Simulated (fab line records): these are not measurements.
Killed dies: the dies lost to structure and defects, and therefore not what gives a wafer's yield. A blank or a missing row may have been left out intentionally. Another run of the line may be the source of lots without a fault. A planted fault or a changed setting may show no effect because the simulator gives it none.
Struck lot and sound lot, side by side    flow sky130    15 out of 708 route steps
Sound: the wafers L994.1, L994.2, L994.5. Struck: wafer L990.6. (L990.1, L990.5 of the same lot were not struck and are left out.) The cause comes at the end.
Per side, at each step with rows, come the tool, then ch with its chambers, and then its first start. Under that, the readings that differ: sound wafers    struck wafers    difference of the means    sigmas: that difference in standard deviations of wafers without a fault.
alike: a reading whose means differ by less than 2 such deviations, as well as words and numbers matching on both sides. not compared: withheld readings; readings where some wafer has no value; bounds like >300 that might hide an equal value; numbers whose values overlap and for which the record gives no deviation.
Wherever a step has rows on one side only, a row that says differs or no value, or a row with sigmas, the two part there. Numbers that have no deviation but don't overlap get no sigmas and don't part them. A reading that every wafer of one side lacks parts them only if that side has two wafers or more.

SKY_GATE_OXIDE_OVL_MEAS_10:
  sound: overlay-01 at day 19 02:52; struck: overlay-01 at day 17 17:01
  alike: GATE_OXIDE_OVL
then, 2 steps without rows for these wafers: SKY_GATE_OXIDE_IMPLANT_11; SKY_GATE_OXIDE_WET_ETCH_12 (etches SiO2 in dHF, target depth 16.8 nm, time 336 s).
SKY_GATE_OXIDE_STRIP_13: strips in O2/N2.
  sound on plasma-asher-02 ch 0,1, day 19 03:10; struck on plasma-asher-02 ch 1, day 17 17:18
  alike: drypump-motor-current-A, n2-flow-sccm, oes-product-au, strip-time-to-endpoint-s
  not compared: rf-hours-counter-h
SKY_GATE_OXIDE_TW_MEAS_14:
  sound: film-metro-01 at day 19 03:16; struck: film-metro-01 at day 17 17:24
  alike: GATE_OXIDE_TW
then, 3 steps without rows for these wafers: SKY_GATE_OXIDE_CLEAN_15 (cleans in SC1/SC2, time 150 s); SKY_GATE_OXIDE_OXIDATION_16 (stabilise 600 s, purge 300 s, target thk 3.57 nm); SKY_POLY_GATE_CVD_00 (deposits poly-Si, target thk 180 nm, time 720 s).
SKY_POLY_GATE_THK_MEAS_01:
  sound: film-metro-03 at day 19 07:05; struck: film-metro-01 at day 17 20:14
  alike: POLY_GATE_CVD_00_THK
then, 3 steps without rows for these wafers: SKY_RES_PROTECT_DEHYDRATE_00 (time 60 s); SKY_RES_PROTECT_HMDS_01 (prime time 60 s); SKY_RES_PROTECT_COAT_02 (resist thk 1140 nm).
SKY_RES_PROTECT_SOFTBAKE_03: time 60 s.
  sound on litho-track-02 ch 0, day 19 22:13; struck on litho-track-03 ch 0, day 18 11:19
reading                   sound              struck  difference  sigmas
heater-power-total-W (W)  56.68 56.67 56.60  60.06   +3.41       +83
then, 1 step without rows for these wafers: SKY_RES_PROTECT_EXPOSE_04 (exposes mask RPM, target cd 1270 nm).
-- a jump in the record: the struck wafers' starts before and after are 30 days apart (it breaks off in module RES_PROTECT and resumes in module PAD_OPEN, where the first step shown is number 708 of the route) --
SKY_PAD_OPEN_PROBE_99:
  sound: prober-01 at day 49 04:25; struck: prober-02 at day 48 11:06
reading       sound     struck  difference  sigmas
killed-short  36 40 30  49      +14         +2
  alike: killed_at_M0_to_M3, killed_at_M4_up, killed-at-contacts, killed-at-front-end, killed-at-other, killed-dies, killed-open

== WHERE THEY PART ==
Earliest at SKY_RES_PROTECT_SOFTBAKE_03; latest, in this record, at SKY_PAD_OPEN_PROBE_99.

WHY: whatever the simulator had introduced
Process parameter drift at SKY_RES_PROTECT_SOFTBAKE_03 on litho-track-03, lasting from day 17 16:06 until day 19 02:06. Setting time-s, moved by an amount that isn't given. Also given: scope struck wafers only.
